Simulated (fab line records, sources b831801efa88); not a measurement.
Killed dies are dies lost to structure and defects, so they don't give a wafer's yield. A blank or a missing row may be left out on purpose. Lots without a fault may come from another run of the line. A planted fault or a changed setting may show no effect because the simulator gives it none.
Which tool did it? | flow gf180mcu | 13 lots, 39 wafers sampled, at 5 steps of a route of 602

WHAT THE GAUGES READ, wafer by wafer
GF_CONTACT_BOW_MEAS_05. Usual: CONTACT_BOW 65 um, standard deviation 6.8.
lot  | measured     | on            | CONTACT_BOW (um) | flag
L958 | day 14 23:25 | film_metro-03 | 65 73 58         |
L965 | day 18 02:43 | film_metro-02 | 64 61 66         |
L970 | day 20 04:44 | film_metro-02 | 68 68 60         |
L971 | day 20 07:30 | film_metro-02 | 65 58 59         |
L972 | day 20 21:59 | film_metro-03 | 60 72 60         |
L973 | day 20 22:04 | film_metro-02 | 74 71 68         |
L974 | day 21 07:34 | film_metro-03 | 75 57 72         |
L976 | day 21 21:01 | film_metro-03 | 64 71 64         |
L977 | day 22 01:06 | film_metro-04 | 72 65 70         |
L978 | day 22 06:01 | film_metro-03 | 61 50 73         |
L979 | day 22 19:14 | film_metro-03 | 67 74 66         |
L980 | day 22 23:33 | film_metro-04 | 64 59 54         |
L981 | day 23 19:38 | film_metro-04 | 58 55 54         |

GF_M3_OVL_MEAS_15. Usual: M3_OVL 2 nm, standard deviation 4.9.
lot  | measured     | on         | M3_OVL (nm) | flag
L958 | day 21 00:02 | overlay-01 | 1 6 -1      |
L965 | day 24 05:41 | overlay-02 | -3 -5 -1    |
L970 | day 26 04:05 | overlay-02 | 0 2 2       |
L971 | day 26 06:35 | overlay-01 | 1 8 0       |
L972 | day 26 21:56 | overlay-02 | 9 2 0       |
L973 | day 26 20:52 | overlay-01 | -1 -5 -8    |
L974 | day 27 02:20 | overlay-01 | 1 5 4       |
L976 | day 27 16:01 | overlay-01 | 6 -3 -3     |
L977 | day 27 19:40 | overlay-01 | 2 -7 0      |
L978 | day 27 21:58 | overlay-01 | 8 1 5       |
L979 | day 28 10:35 | overlay-02 | -11 -9 -1   |
L980 | day 28 14:15 | overlay-01 | 1 2 7       |
L981 | day 29 06:01 | overlay-02 | 8 2 6       |

GF_V5_THK_MEAS_01. Usual: V5_CVD_00_THK 302 nm, standard deviation 3.4.
lot  | measured     | on            | V5_CVD_00_THK (nm) | flag
L958 | day 26 01:05 | film_metro-03 | 303 302 301        |
L965 | day 28 19:22 | film_metro-02 | 304 307 305        |
L970 | day 30 12:01 | film_metro-01 | 301 302 303        |
L971 | day 30 14:02 | film_metro-03 | 306 298 300        |
L972 | day 31 05:51 | film_metro-02 | 305 300 297        |
L973 | day 31 03:13 | film_metro-01 | 306 303 297        |
L974 | day 31 08:11 | film_metro-01 | 298 303 296        |
L976 | day 31 22:26 | film_metro-02 | 307 303 303        |
L977 | day 32 01:58 | film_metro-03 | 301 304 301        |
L978 | day 32 02:49 | film_metro-01 | 298 298 296        |
L979 | day 32 13:06 | film_metro-01 | 305 304 303        |
L980 | day 32 18:18 | film_metro-02 | 304 302 305        |
L981 | day 33 06:01 | film_metro-01 | 298 301 300        |

GF_PASSIVATION_THK_MEAS_03. Usual: PASSIVATION_CVD_02_THK 695 nm, standard deviation 8.8.
lot  | measured     | on            | PASSIVATION_CVD_02_THK (nm) | flag
L958 | day 27 21:55 | film_metro-04 | 695 705 691                 |
L965 | day 30 13:56 | film_metro-04 | 691 707 1218 691 707 1218   | OFF
L970 | day 32 03:34 | film_metro-04 | 680 693 692                 |
L971 | day 32 06:13 | film_metro-02 | 696 699 713                 |
L972 | day 32 20:05 | film_metro-02 | 686 705 705                 |
L973 | day 32 18:09 | film_metro-03 | 694 690 703                 |
L974 | day 32 22:41 | film_metro-03 | 706 684 709                 |
L976 | day 33 12:17 | film_metro-03 | 690 697 690                 |
L977 | day 33 14:14 | film_metro-04 | 684 699 697                 |
L978 | day 33 15:35 | film_metro-02 | 691 686 692                 |
L979 | day 34 00:22 | film_metro-02 | 692 701 695                 |
L980 | day 34 05:37 | film_metro-04 | 681 709 707                 |
L981 | day 34 16:43 | film_metro-04 | 695 704 712                 |

WHICH TOOL RAN EACH LOT (tool, then ch and the chambers of the sampled wafers, then the start)
lot  | GF_PASSIVATION_CVD_02
L958 | pecvd-04 ch 1,2, day 27 21:36
L965 | pecvd-04 ch 0,1,2, day 30 13:31
L970 | pecvd-01 ch 0,1, day 32 03:16
L971 | pecvd-01 ch 0,1, day 32 05:55
L972 | pecvd-03 ch 0,2, day 32 19:47
L973 | pecvd-03 ch 0,2, day 32 17:52
L974 | pecvd-01 ch 0,2, day 32 22:22
L976 | pecvd-03 ch 0,2, day 33 12:00
L977 | pecvd-04 ch 0,1,2, day 33 13:56
L978 | pecvd-03 ch 0,1,2, day 33 15:18
L979 | pecvd-04 ch 0,1,2, day 34 00:04
L980 | pecvd-03 ch 1, day 34 05:10
L981 | pecvd-04 ch 1,2, day 34 16:17
- GF_PASSIVATION_CVD_02: deposits Si3N4, target thk 700 nm, time 486.18 s.

WHAT THE TOOLS THEMSELVES READ (means of the sampled wafers that have a number; where no wafer has one, the mark that the record gives instead)
GF_PASSIVATION_CVD_02. Usual: heater_power_w 714 W, standard deviation 94.
lot  | tool     | heater_power_w (W) | flag
L958 | pecvd-04 | 752                |
L965 | pecvd-04 | 747                |
L970 | pecvd-01 | 753                |
L971 | pecvd-01 | 702                |
L972 | pecvd-03 | 636                |
L973 | pecvd-03 | 686                |
L974 | pecvd-01 | 718                |
L976 | pecvd-03 | 679                |
L977 | pecvd-04 | 724                |
L978 | pecvd-03 | 683                |
L979 | pecvd-04 | 723                |
L980 | pecvd-03 | 653                |
L981 | pecvd-04 | 702                |

THE ANSWER, worked out from the rows above alone
Rule: a lot is off if the mean of its wafers that have a number lies more than 3 standard deviations from the usual mean. A lot without any number at a reading at which 4 lots or more have one is off too. The other lots that the step has rows for count as sound. The gauges are gone through in route order, then the tools' own readings, and for those a lot's mean is taken as printed above. The first step at which some lot is off is used, and at that step the reading that is off furthest; a lot without a number counts as furthest.
Off: L965, at GF_PASSIVATION_THK_MEAS_03 (PASSIVATION_CVD_02_THK).
A tool fits if, at a process step before that reading, it ran every lot that is off, and no sound lot after the first of them. The gauges at GF_PASSIVATION_THK_MEAS_03 are tried like those tools. None of those tried fits.

WHAT THE SIMULATOR HAD PUT IN
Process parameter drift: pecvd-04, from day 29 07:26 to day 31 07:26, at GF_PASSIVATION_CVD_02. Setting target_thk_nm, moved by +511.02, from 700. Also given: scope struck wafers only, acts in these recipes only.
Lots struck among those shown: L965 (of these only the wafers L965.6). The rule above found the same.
